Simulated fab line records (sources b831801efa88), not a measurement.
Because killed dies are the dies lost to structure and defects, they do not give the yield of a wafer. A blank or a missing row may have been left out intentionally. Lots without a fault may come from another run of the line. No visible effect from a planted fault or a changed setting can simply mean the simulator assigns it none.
fab line records ; flow sky130 ; part 1 of 2: steps 1 to 31 of 41
record: lots: 5; wafers: 15; last-day: 48
route steps=708 shown VT_ADJUST_PCH@150 SONOS_TUNNEL@154 SONOS_ONO@168 GATE_OXIDE@187
lots untouched by any fault: they come from a run of this same line in which no faults occurred
start-h: the number of hours between the record's first day and the start of the first shown wafer of the lot ; wait-h: hours elapsed since this lot's preceding step ; " identical to the entry in the row above ; L1.1+2: a single row standing in for several wafers ; - no value, or no start was given ; * or withheld: withheld ; < > ~ a bound
route shown NAME@n: a module of which the file shows steps, and the number in the route of the first ; usual: the fault-free wafers' mean and standard deviation ; same: alike in all rows ; chamber/n: place in a boat ; sites: the reading at each site ; _std_site: the values' standard deviation ; _edge_site: outer sites' mean less inner sites' ; radius-mm: for every site, how far away it sits from the centre of the wafer ; mask NAME#n: copy n ; behind: tool/chamber where the wafer was last shaped ; hold: why the lot went on hold/how many hours it stayed there/how the hold came to an end ; device: which transistor (n, p or np) failed to switch ; end of line: the route-end tests of the same wafers ; for a step that has no rows: nothing shown but its recipe ; killed: not the wafer's yield, but the dies lost to structure and defects at the first sort ; map: the dies of a wafer, with x for killed, . for not killed, _ for no die there
set.NAME: the setting as run; set.NAME@STEP: as run at that earlier step ; model.NAME: the simulator's own value behind a step, which no gauge read
certain route steps with their lots: each step a table, each wafer a row
services: from which hour (start-h, from the record's first day; less than 0 if before it) a tool's chamber was out of use, for how many hours, and why
== steps ==
step: SKY_VT_ADJUST_PCH_OVL_MEAS_07
usual: VT_ADJUST_PCH_OVL: -0.8/1.3
lot.wafer;tool;chamber;start-h;wait-h;VT_ADJUST_PCH_OVL[nm]
L075.2;overlay-02;-;229.29;-;0.0
L075.3;overlay-02;-;229.29;-;0.6
L075.6;overlay-02;-;229.29;-;0.2
L077.2;overlay-01;-;250.84;-;-0.9
L077.3;overlay-01;-;250.84;-;0.5
L077.6;overlay-01;-;250.84;-;0.7
L080.2;overlay-02;-;274.69;-;-0.5
L080.3;overlay-02;-;274.69;-;-1.7
L080.6;overlay-02;-;274.69;-;-0.5
L084.2;overlay-02;-;300.47;-;-1.3
L084.4;overlay-02;-;300.47;-;-1.8
L084.6;overlay-02;-;300.47;-;0.0
L086.3;overlay-02;-;315.22;-;-1.6
L086.4;overlay-02;-;315.22;-;-0.6
L086.5;overlay-02;-;315.22;-;-2.6
step: SKY_VT_ADJUST_PCH_IMPLANT_08
recipe: species: B; energy-kev: 10; dose-cm2: 5e+11; tilt-deg: withheld
lot.wafer;tool;chamber;start-h;wait-h
L075.2+3+6;implanter-02;0;229.35;0.0
L077.2+3+6;implanter-01;0;250.90;0.0
L080.2+3+6;implanter-01;0;274.75;0.0
L084.2+4+6;implanter-02;0;300.52;0.0
L086.3+4+5;implanter-01;0;315.30;0.1
step: SKY_VT_ADJUST_PCH_STRIP_09
recipe: chemistry: O2/N2; power-w: 1400; pressure-mtorr: 1500; platen-temp-c: withheld; o2-flow-sccm: 3000; n2-flow-sccm: 300; overash-fraction: 0.5
usual: drypump-motor-current-A: 5.6/0.55; n2-flow-sccm: 300.1/0.85; oes-product-au: 0.723/0.0051; strip-time-to-endpoint-s: 36.95/0.11
same: overash-fraction: 0.5
lot.wafer;tool;chamber;start-h;wait-h;drypump-motor-current-A;n2-flow-sccm;oes-product-au;rf-hours-counter-h;strip-time-to-endpoint-s
L075.2;plasma-asher-04;1;229.47;0.1;5.7;299.0;0.731;58;37.02
L075.3;plasma-asher-04;0;229.47;0.1;5.1;300.2;0.715;-;36.98
L075.6;plasma-asher-04;0;229.47;0.1;5.1;299.7;0.723;-;37.09
L077.2;plasma-asher-04;0;251.02;0.1;5.1;298.8;0.729;60;37.03
L077.3;plasma-asher-04;1;251.02;0.1;5.7;300.2;0.726;-;37.03
L077.6;plasma-asher-04;0;251.02;0.1;5.1;300.0;0.722;-;37.07
L080.2;plasma-asher-02;0;274.87;0.1;5.7;299.1;0.718;45;37.01
L080.3;plasma-asher-02;1;274.87;0.1;5.4;301.7;0.725;-;37.04
L080.6;plasma-asher-02;1;274.87;0.1;5.5;299.6;0.724;-;37.07
L084.2;plasma-asher-02;1;300.65;0.1;5.4;299.8;0.724;49;36.86
L084.4;plasma-asher-02;0;300.65;0.1;5.7;300.1;0.723;-;36.77
L084.6;plasma-asher-02;1;300.65;0.1;5.4;301.1;0.728;-;36.93
L086.3;plasma-asher-03;1;315.43;0.1;5.0;300.1;0.736;-;36.85
L086.4;plasma-asher-03;0;315.43;0.1;6.5;301.5;0.720;-;37.06
L086.5;plasma-asher-03;1;315.43;0.1;5.0;299.1;0.719;-;37.01
step: SKY_VT_ADJUST_PCH_TW_MEAS_10
usual: VT_ADJUST_PCH_TW: 143.0/2.3
lot.wafer;tool;chamber;start-h;wait-h;VT_ADJUST_PCH_TW
L075.2;film-metro-02;-;229.58;0.1;141.8
L075.3;film-metro-02;-;229.58;0.1;141.7
L075.6;film-metro-02;-;229.58;0.1;142.8
L077.2;film-metro-02;-;251.13;0.1;142.2
L077.3;film-metro-02;-;251.13;0.1;142.2
L077.6;film-metro-02;-;251.13;0.1;142.4
L080.2;film-metro-01;-;274.98;0.1;145.5
L080.3;film-metro-01;-;274.98;0.1;146.8
L080.6;film-metro-01;-;274.98;0.1;146.4
L084.2;film-metro-01;-;300.76;0.1;144.5
L084.4;film-metro-01;-;300.76;0.1;145.2
L084.6;film-metro-01;-;300.76;0.1;145.0
L086.3;film-metro-01;-;315.52;0.1;144.9
L086.4;film-metro-01;-;315.52;0.1;146.1
L086.5;film-metro-01;-;315.52;0.1;146.0
step: SKY_SONOS_TUNNEL_DEHYDRATE_00
recipe: temp-c: 200; time-s: 60
same: time-s: 60
lot.wafer;tool;chamber;start-h;wait-h
L075.2+3+6;litho-track-01;0;240.57;11.0
L077.2+3+6;litho-track-01;0;262.32;11.2
L080.2+3+6;litho-track-04;0;286.54;11.5
L084.2+4+6;litho-track-04;0;312.74;12.0
L086.3+4+5;litho-track-01;0;328.90;13.4
step: SKY_SONOS_TUNNEL_HMDS_01
recipe: prime-time-s: 60; prime-temp-c: 120
usual: prime-temp-c: 119.98/0.13
lot.wafer;tool;chamber;start-h;wait-h;prime-temp-c
L075.2;litho-track-01;0;240.72;0.1;120.02
L075.3;litho-track-01;0;240.72;0.1;120.00
L075.6;litho-track-01;0;240.72;0.1;119.80
L077.2;litho-track-01;0;262.47;0.1;119.91
L077.3;litho-track-01;0;262.47;0.1;119.97
L077.6;litho-track-01;0;262.47;0.1;119.98
L080.2;litho-track-04;0;286.69;0.1;120.09
L080.3;litho-track-04;0;286.69;0.1;119.93
L080.6;litho-track-04;0;286.69;0.1;119.97
L084.2;litho-track-04;0;312.89;0.1;119.78
L084.4;litho-track-04;0;312.89;0.1;119.77
L084.6;litho-track-04;0;312.89;0.1;119.95
L086.3;litho-track-01;0;329.05;0.1;119.90
L086.4;litho-track-01;0;329.05;0.1;120.10
L086.5;litho-track-01;0;329.05;0.1;119.94
step: SKY_SONOS_TUNNEL_COAT_02
recipe: resist: NOVOLAK; spin-rpm: 3000; resist-thk-nm: 1140
lot.wafer;tool;chamber;start-h;wait-h
L075.2+3+6;litho-track-01;0;240.87;0.1
L077.2+3+6;litho-track-01;0;262.62;0.1
L080.2+3+6;litho-track-04;0;286.84;0.1
L084.2+4+6;litho-track-04;0;313.04;0.1
L086.3+4+5;litho-track-01;0;329.20;0.1
step: SKY_SONOS_TUNNEL_SOFTBAKE_03
recipe: temp-c: 90; time-s: 60; resist: NOVOLAK
same: time-s: 60
lot.wafer;tool;chamber;start-h;wait-h
L075.2+3+6;litho-track-01;0;241.02;0.1
L077.2+3+6;litho-track-01;0;262.77;0.1
L080.2+3+6;litho-track-04;0;286.99;0.1
L084.2+4+6;litho-track-04;0;313.19;0.1
L086.3+4+5;litho-track-01;0;329.35;0.1
step: SKY_SONOS_TUNNEL_EXPOSE_04
recipe: mask-id: TUNM; na: 0.6; source-shape: conventional; sigma-outer: 0.6; polarization: unpolarized; target-cd-nm: 410; dose-mj: 136
lot.wafer;tool;chamber;start-h;wait-h;mask
L075.2+3+6;iline-stepper-02;0;-;-;TUNM#0
L077.2+3+6;iline-stepper-01;0;-;-;TUNM#0
L080.2+3+6;iline-stepper-01;0;-;-;TUNM#0
L084.2+4+6;iline-stepper-01;0;-;-;TUNM#0
L086.3+4+5;iline-stepper-02;0;-;-;TUNM#0
step: SKY_SONOS_TUNNEL_PEB_05
recipe: temp-c: withheld; time-s: *; resist: NOVOLAK
same: time-s: *
lot.wafer;tool;chamber;start-h;wait-h
L075.2+3+6;litho-track-01;0;-;-
L077.2+3+6;litho-track-03;0;-;-
L080.2+3+6;litho-track-04;0;-;-
L084.2+4+6;litho-track-01;0;-;-
L086.3+4+5;litho-track-01;0;-;-
step: SKY_SONOS_TUNNEL_DEVELOP_06
recipe: resist: NOVOLAK; developer: TMAH; develop-time-s: 60; dev-temp-c: 23
usual: developer-temp-C: 23.01/0.11
same: develop-time-s: 60
lot.wafer;tool;chamber;start-h;wait-h;developer-temp-C
L075.2;litho-track-01;0;253.22;0.1;22.99
L075.3;litho-track-01;0;253.22;0.1;22.90
L075.6;litho-track-01;0;253.22;0.1;22.88
L077.2;litho-track-03;0;275.21;0.1;22.98
L077.3;litho-track-03;0;275.21;0.1;22.97
L077.6;litho-track-03;0;275.21;0.1;23.00
L080.2;litho-track-04;0;299.64;0.1;23.00
L080.3;litho-track-04;0;299.64;0.1;22.88
L080.6;litho-track-04;0;299.64;0.1;23.07
L084.2;litho-track-01;0;326.32;0.1;22.78
L084.4;litho-track-01;0;326.32;0.1;23.13
L084.6;litho-track-01;0;326.32;0.1;22.91
L086.3;litho-track-01;0;342.00;0.1;23.11
L086.4;litho-track-01;0;342.00;0.1;23.07
L086.5;litho-track-01;0;342.00;0.1;23.15
step: SKY_SONOS_TUNNEL_CD_MEAS_07
recipe: target-cd-nm: 410
usual: cd-nm: 408.9/2.3
lot.wafer;tool;chamber;start-h;wait-h;cd-nm
L075.2;cd-sem-02;-;253.37;0.1;414.4
L075.3;cd-sem-02;-;253.37;0.1;413.2
L075.6;cd-sem-02;-;253.37;0.1;412.3
L077.2;cd-sem-02;-;275.35;0.1;409.6
L077.3;cd-sem-02;-;275.35;0.1;411.2
L077.6;cd-sem-02;-;275.35;0.1;410.5
L080.2;cd-sem-01;-;299.78;0.1;404.8
L080.3;cd-sem-01;-;299.78;0.1;405.3
L080.6;cd-sem-01;-;299.78;0.1;406.7
L084.2;cd-sem-01;-;326.47;0.1;405.5
L084.4;cd-sem-01;-;326.47;0.1;405.1
L084.6;cd-sem-01;-;326.47;0.1;405.6
L086.3;cd-sem-02;-;342.14;0.1;411.1
L086.4;cd-sem-02;-;342.14;0.1;412.1
L086.5;cd-sem-02;-;342.14;0.1;411.3
step: SKY_SONOS_TUNNEL_OVL_MEAS_08
usual: SONOS_TUNNEL_OVL: 0.3/1.3
lot.wafer;tool;chamber;start-h;wait-h;SONOS_TUNNEL_OVL[nm]
L075.2;overlay-01;-;253.47;0.1;1.9
L075.3;overlay-01;-;253.47;0.1;2.3
L075.6;overlay-01;-;253.47;0.1;2.0
L077.2;overlay-02;-;275.46;0.1;0.6
L077.3;overlay-02;-;275.46;0.1;-0.5
L077.6;overlay-02;-;275.46;0.1;-1.8
L080.2;overlay-01;-;299.89;0.1;-0.8
L080.3;overlay-01;-;299.89;0.1;-0.7
L080.6;overlay-01;-;299.89;0.1;-0.7
L084.2;overlay-01;-;326.57;0.1;1.0
L084.4;overlay-01;-;326.57;0.1;-0.3
L084.6;overlay-01;-;326.57;0.1;-0.7
L086.3;overlay-02;-;342.23;0.1;-0.7
L086.4;overlay-02;-;342.23;0.1;0.3
L086.5;overlay-02;-;342.23;0.1;0.4
step: SKY_SONOS_TUNNEL_IMPLANT_09
recipe: species: B; energy-kev: 20; dose-cm2: 1e+12; tilt-deg: withheld
lot.wafer;tool;chamber;start-h;wait-h
L075.2+3+6;implanter-04;0;253.53;0.0
L077.2+3+6;implanter-02;0;275.52;0.0
L080.2+3+6;implanter-04;0;299.94;0.0
L084.2+4+6;implanter-02;0;326.63;0.0
L086.3+4+5;implanter-04;0;342.30;0.1
step: SKY_SONOS_TUNNEL_WET_ETCH_10
recipe: chemistry: dHF; target-depth-nm: 14; target: SiO2; dilution: 100:1; temp-c: 25; time-s: 280
same: time-s: 280
lot.wafer;tool;chamber;start-h;wait-h
L075.2+3+6;wet-bench-02;0;253.65;0.1
L077.2+3+6;wet-bench-01;0;275.64;0.1
L080.2+3+6;wet-bench-04;3;300.07;0.1
L084.2+4+6;wet-bench-02;2;326.75;0.1
L086.3+4+5;wet-bench-02;2;342.40;0.1
step: SKY_SONOS_TUNNEL_STRIP_11
recipe: chemistry: SPM; time-s: 600; temp-c: 130
same: time-s: 600
lot.wafer;tool;chamber;start-h;wait-h
L075.2+3+6;wet-bench-01;3;253.74;0.0
L077.2+3+6;wet-bench-04;0;275.73;0.0
L080.2+3+6;wet-bench-02;2;300.15;0.0
L084.2+4+6;wet-bench-01;3;326.84;0.0
L086.3+4+5;wet-bench-01;1;342.50;0.0
step: SKY_SONOS_TUNNEL_TW_MEAS_12
usual: SONOS_TUNNEL_TW: 198/3.4
lot.wafer;tool;chamber;start-h;wait-h;SONOS_TUNNEL_TW
L075.2;film-metro-01;-;253.94;0.0;202
L075.3;film-metro-01;-;253.94;0.0;201
L075.6;film-metro-01;-;253.94;0.0;202
L077.2;film-metro-04;-;275.93;0.0;195
L077.3;film-metro-04;-;275.93;0.0;195
L077.6;film-metro-04;-;275.93;0.0;196
L080.2;film-metro-01;-;300.34;0.0;200
L080.3;film-metro-01;-;300.34;0.0;200
L080.6;film-metro-01;-;300.34;0.0;200
L084.2;film-metro-01;-;327.02;0.0;201
L084.4;film-metro-01;-;327.02;0.0;202
L084.6;film-metro-01;-;327.02;0.0;201
L086.3;film-metro-01;-;342.87;0.0;199
L086.4;film-metro-01;-;342.87;0.0;201
L086.5;film-metro-01;-;342.87;0.0;199
step: SKY_SONOS_TUNNEL_CLEAN_13
recipe: chemistry: dHF; time-s: 20; dilution: 100:1; dry: ipa-marangoni
same: time-s: 20
lot.wafer;tool;chamber;start-h;wait-h
L075.2+3+6;wet-bench-04;3;253.99;0.0
L077.2+3+6;wet-bench-02;2;275.98;0.0
L080.2+3+6;wet-bench-04;1;300.39;0.0
L084.2+4+6;wet-bench-04;2;327.07;0.0
L086.3+4+5;wet-bench-01;1;342.91;0.0
step: SKY_SONOS_ONO_OXIDATION_00
recipe: temp-c: 800; ambient: O2; idle-temp-c: 700; ramp-up-c-per-min: 10; ramp-down-c-per-min: 3; stabilise-s: 600; purge-s: 300; target-thk-a: 26; ox-time-s: 1249
usual: spike-tc-lower-C: 800.0/1.3; spike-tc-upper-C: 800.6/1
lot.wafer;tool;chamber;start-h;wait-h;spike-tc-lower-C;spike-tc-upper-C
L075.2;furnace-02;0;254.01;0.0;800.4;801.5
L075.3;furnace-02;0;254.01;0.0;801.9;798.4
L075.6;furnace-02;0;254.01;0.0;802.4;800.4
L077.2;furnace-01;0;276.17;0.2;800.4;801.4
L077.3;furnace-01;0;276.17;0.2;799.0;800.3
L077.6;furnace-01;0;276.17;0.2;799.9;799.7
L080.2;furnace-02;0;301.12;0.7;799.2;800.2
L080.3;furnace-02;0;301.12;0.7;800.6;800.2
L080.6;furnace-02;0;301.12;0.7;798.7;797.8
L084.2;furnace-01;0;331.95;4.9;799.2;798.5
L084.4;furnace-01;0;331.95;4.9;797.2;801.1
L084.6;furnace-01;0;331.95;4.9;799.1;802.0
L086.3;furnace-02;0;346.55;3.6;803.3;800.7
L086.4;furnace-02;0;346.55;3.6;800.3;800.3
L086.5;furnace-02;0;346.55;3.6;799.6;799.9
step: SKY_SONOS_ONO_THK_MEAS_01
recipe: reads: SiO2_of_SONOS_ONO_OXIDATION_00
usual: SONOS_ONO_OXIDATION_THK: 2.58/0.055
lot.wafer;tool;chamber;start-h;wait-h;SONOS_ONO_OXIDATION_THK[nm]
L075.2;film-metro-02;-;255.36;0.0;2.51
L075.3;film-metro-02;-;255.36;0.0;2.51
L075.6;film-metro-02;-;255.36;0.0;2.49
L077.2;film-metro-03;-;277.52;0.0;2.55
L077.3;film-metro-03;-;277.52;0.0;2.52
L077.6;film-metro-03;-;277.52;0.0;2.62
L080.2;film-metro-01;-;302.47;0.0;2.61
L080.3;film-metro-01;-;302.47;0.0;2.58
L080.6;film-metro-01;-;302.47;0.0;2.57
L084.2;film-metro-01;-;333.30;0.0;2.66
L084.4;film-metro-01;-;333.30;0.0;2.66
L084.6;film-metro-01;-;333.30;0.0;2.70
L086.3;film-metro-03;-;347.92;0.0;2.60
L086.4;film-metro-03;-;347.92;0.0;2.66
L086.5;film-metro-03;-;347.92;0.0;2.65
step: SKY_SONOS_ONO_CVD_02
recipe: material: Si3N4; precursor: DCS/NH3; target-thk-nm: 10.5; temp-c: 770; time-s: 180; pressure-mtorr: 250
usual: spike-tc-lower-C: 770.3/1.1; spike-tc-upper-C: 770.2/1.3
same: time-s: 180
lot.wafer;tool;chamber;start-h;wait-h;spike-tc-lower-C;spike-tc-upper-C
L075.2;lpcvd-02;1;255.41;0.0;769.8;771.4
L075.3;lpcvd-02;1;255.41;0.0;770.7;771.2
L075.6;lpcvd-02;1;255.41;0.0;770.0;771.0
L077.2;lpcvd-02;1;277.57;0.0;770.4;772.0
L077.3;lpcvd-02;1;277.57;0.0;770.2;770.1
L077.6;lpcvd-02;1;277.57;0.0;771.2;771.0
L080.2;lpcvd-02;1;304.15;1.7;771.4;769.2
L080.3;lpcvd-02;1;304.15;1.7;769.6;771.5
L080.6;lpcvd-02;1;304.15;1.7;771.1;771.3
L084.2;lpcvd-02;0;333.35;0.0;768.3;769.7
L084.4;lpcvd-02;0;333.35;0.0;768.8;770.1
L084.6;lpcvd-02;0;333.35;0.0;769.0;770.4
L086.3;lpcvd-02;1;348.35;0.4;770.9;772.5
L086.4;lpcvd-02;1;348.35;0.4;772.4;770.6
L086.5;lpcvd-02;1;348.35;0.4;772.2;770.7
step: SKY_SONOS_ONO_THK_MEAS_03
recipe: reads: Si3N4_of_SONOS_ONO_CVD_02
usual: SONOS_ONO_CVD_02_THK: 10.50/0.17
lot.wafer;tool;chamber;start-h;wait-h;SONOS_ONO_CVD_02_THK[nm]
L075.2;film-metro-01;-;256.47;0.0;10.80
L075.3;film-metro-01;-;256.47;0.0;10.66
L075.6;film-metro-01;-;256.47;0.0;10.64
L077.2;film-metro-02;-;278.63;0.0;10.47
L077.3;film-metro-02;-;278.63;0.0;10.58
L077.6;film-metro-02;-;278.63;0.0;10.45
L080.2;film-metro-01;-;305.21;0.0;10.72
L080.3;film-metro-01;-;305.21;0.0;10.58
L080.6;film-metro-01;-;305.21;0.0;10.65
L084.2;film-metro-03;-;334.41;0.0;10.72
L084.4;film-metro-03;-;334.41;0.0;10.61
L084.6;film-metro-03;-;334.41;0.0;10.66
L086.3;film-metro-03;-;349.42;0.0;10.50
L086.4;film-metro-03;-;349.42;0.0;10.39
L086.5;film-metro-03;-;349.42;0.0;10.42
step: SKY_SONOS_ONO_CVD_04
recipe: material: SiO2; precursor: SiH4/N2O; target-thk-nm: 5.7199; temp-c: 900; pressure-mtorr: 400
usual: spike-tc-lower-C: 900.8/1.1; spike-tc-upper-C: 899.7/2.6
same: time-s: 900
lot.wafer;tool;chamber;start-h;wait-h;spike-tc-lower-C;spike-tc-upper-C
L075.2;lpcvd-03;0;256.52;0.0;900.0;896.9
L075.3;lpcvd-03;0;256.52;0.0;900.0;895.9
L075.6;lpcvd-03;0;256.52;0.0;902.1;899.1
L077.2;lpcvd-03;1;278.68;0.0;902.0;900.0
L077.3;lpcvd-03;1;278.68;0.0;901.7;902.6
L077.6;lpcvd-03;1;278.68;0.0;901.2;903.9
L080.2;lpcvd-03;0;305.26;0.0;901.8;895.5
L080.3;lpcvd-03;0;305.26;0.0;901.2;896.9
L080.6;lpcvd-03;0;305.26;0.0;901.7;897.6
L084.2;lpcvd-03;1;334.46;0.0;898.4;900.7
L084.4;lpcvd-03;1;334.46;0.0;900.7;900.8
L084.6;lpcvd-03;1;334.46;0.0;900.4;902.3
L086.3;lpcvd-03;0;349.46;0.0;901.5;896.6
L086.4;lpcvd-03;0;349.46;0.0;900.7;898.9
L086.5;lpcvd-03;0;349.46;0.0;900.7;898.6
step: SKY_SONOS_ONO_THK_MEAS_05
recipe: reads: SiO2_of_SONOS_ONO_CVD_04
usual: SONOS_ONO_CVD_04_THK: 5.81/0.1
lot.wafer;tool;chamber;start-h;wait-h;SONOS_ONO_CVD_04_THK[nm]
L075.2;film-metro-03;-;257.78;0.0;5.76
L075.3;film-metro-03;-;257.78;0.0;5.76
L075.6;film-metro-03;-;257.78;0.0;5.81
L077.2;film-metro-01;-;279.94;0.0;5.75
L077.3;film-metro-01;-;279.94;0.0;5.77
L077.6;film-metro-01;-;279.94;0.0;5.81
L080.2;film-metro-02;-;306.52;0.0;5.61
L080.3;film-metro-02;-;306.52;0.0;5.62
L080.6;film-metro-02;-;306.52;0.0;5.64
L084.2;film-metro-02;-;335.72;0.0;5.75
L084.4;film-metro-02;-;335.72;0.0;5.81
L084.6;film-metro-02;-;335.72;0.0;5.71
L086.3;film-metro-03;-;350.73;0.0;5.77
L086.4;film-metro-03;-;350.73;0.0;5.71
L086.5;film-metro-03;-;350.73;0.0;5.75
step: SKY_SONOS_ONO_DEHYDRATE_06
recipe: temp-c: 200; time-s: 60
same: time-s: 60
lot.wafer;tool;chamber;start-h;wait-h
L075.2+3+6;litho-track-04;0;268.79;11.0
L077.2+3+6;litho-track-02;0;291.26;11.3
L080.2+3+6;litho-track-01;0;318.17;11.6
L084.2+4+6;litho-track-04;0;347.34;11.6
L086.3+4+5;litho-track-04;0;364.51;13.8
step: SKY_SONOS_ONO_HMDS_07
recipe: prime-time-s: 60; prime-temp-c: 120
usual: prime-temp-c: 120.01/0.13
lot.wafer;tool;chamber;start-h;wait-h;prime-temp-c
L075.2;litho-track-04;0;268.94;0.1;120.09
L075.3;litho-track-04;0;268.94;0.1;120.04
L075.6;litho-track-04;0;268.94;0.1;120.02
L077.2;litho-track-02;0;291.41;0.1;120.12
L077.3;litho-track-02;0;291.41;0.1;120.01
L077.6;litho-track-02;0;291.41;0.1;119.94
L080.2;litho-track-01;0;318.32;0.1;120.08
L080.3;litho-track-01;0;318.32;0.1;119.93
L080.6;litho-track-01;0;318.32;0.1;119.94
L084.2;litho-track-04;0;347.49;0.1;120.07
L084.4;litho-track-04;0;347.49;0.1;120.10
L084.6;litho-track-04;0;347.49;0.1;120.03
L086.3;litho-track-04;0;364.66;0.1;120.05
L086.4;litho-track-04;0;364.66;0.1;120.01
L086.5;litho-track-04;0;364.66;0.1;120.06
step: SKY_SONOS_ONO_COAT_08
recipe: resist: NOVOLAK; spin-rpm: 3000; resist-thk-nm: 1140
lot.wafer;tool;chamber;start-h;wait-h
L075.2+3+6;litho-track-04;0;269.09;0.1
L077.2+3+6;litho-track-02;0;291.56;0.1
L080.2+3+6;litho-track-01;0;318.47;0.1
L084.2+4+6;litho-track-04;0;347.64;0.1
L086.3+4+5;litho-track-04;0;364.81;0.1
step: SKY_SONOS_ONO_SOFTBAKE_09
recipe: temp-c: 90; time-s: 60; resist: NOVOLAK
same: time-s: 60
lot.wafer;tool;chamber;start-h;wait-h
L075.2+3+6;litho-track-04;0;269.24;0.1
L077.2+3+6;litho-track-02;0;291.71;0.1
L080.2+3+6;litho-track-01;0;318.62;0.1
L084.2+4+6;litho-track-04;0;347.79;0.1
L086.3+4+5;litho-track-04;0;364.96;0.1
step: SKY_SONOS_ONO_EXPOSE_10
recipe: mask-id: ONOM; target-cd-nm: 410; na: 0.6; source-shape: conventional; sigma-outer: 0.6; dose-mj: 150
lot.wafer;tool;chamber;start-h;wait-h;mask
L075.2+3+6;iline-stepper-01;0;-;-;ONOM#0
L077.2+3+6;iline-stepper-01;0;-;-;ONOM#0
L080.2+3+6;iline-stepper-02;0;-;-;ONOM#0
L084.2+4+6;iline-stepper-01;0;-;-;ONOM#0
L086.3+4+5;iline-stepper-01;0;-;-;ONOM#0
step: SKY_SONOS_ONO_PEB_11
recipe: temp-c: withheld; time-s: *; resist: NOVOLAK
same: time-s: *
lot.wafer;tool;chamber;start-h;wait-h
L075.2+3+6;litho-track-01;0;-;-
L077.2+3+6;litho-track-02;0;-;-
L080.2+3+6;litho-track-04;0;-;-
L084.2+4+6;litho-track-01;0;-;-
L086.3+4+5;litho-track-02;0;-;-
step: SKY_SONOS_ONO_DEVELOP_12
recipe: develop-time-s: 60; dev-temp-c: 23
usual: developer-temp-C: 23.00/0.11
same: develop-time-s: 60
lot.wafer;tool;chamber;start-h;wait-h;developer-temp-C
L075.2;litho-track-01;0;281.52;0.1;22.93
L075.3;litho-track-01;0;281.52;0.1;22.86
L075.6;litho-track-01;0;281.52;0.1;22.85
L077.2;litho-track-02;0;304.26;0.1;23.05
L077.3;litho-track-02;0;304.26;0.1;23.09
L077.6;litho-track-02;0;304.26;0.1;22.80
L080.2;litho-track-04;0;331.94;0.1;23.10
L080.3;litho-track-04;0;331.94;0.1;23.02
L080.6;litho-track-04;0;331.94;0.1;23.11
L084.2;litho-track-01;0;361.97;0.1;23.09
L084.4;litho-track-01;0;361.97;0.1;23.08
L084.6;litho-track-01;0;361.97;0.1;23.04
L086.3;litho-track-02;0;378.84;0.1;22.97
L086.4;litho-track-02;0;378.84;0.1;23.03
L086.5;litho-track-02;0;378.84;0.1;22.82
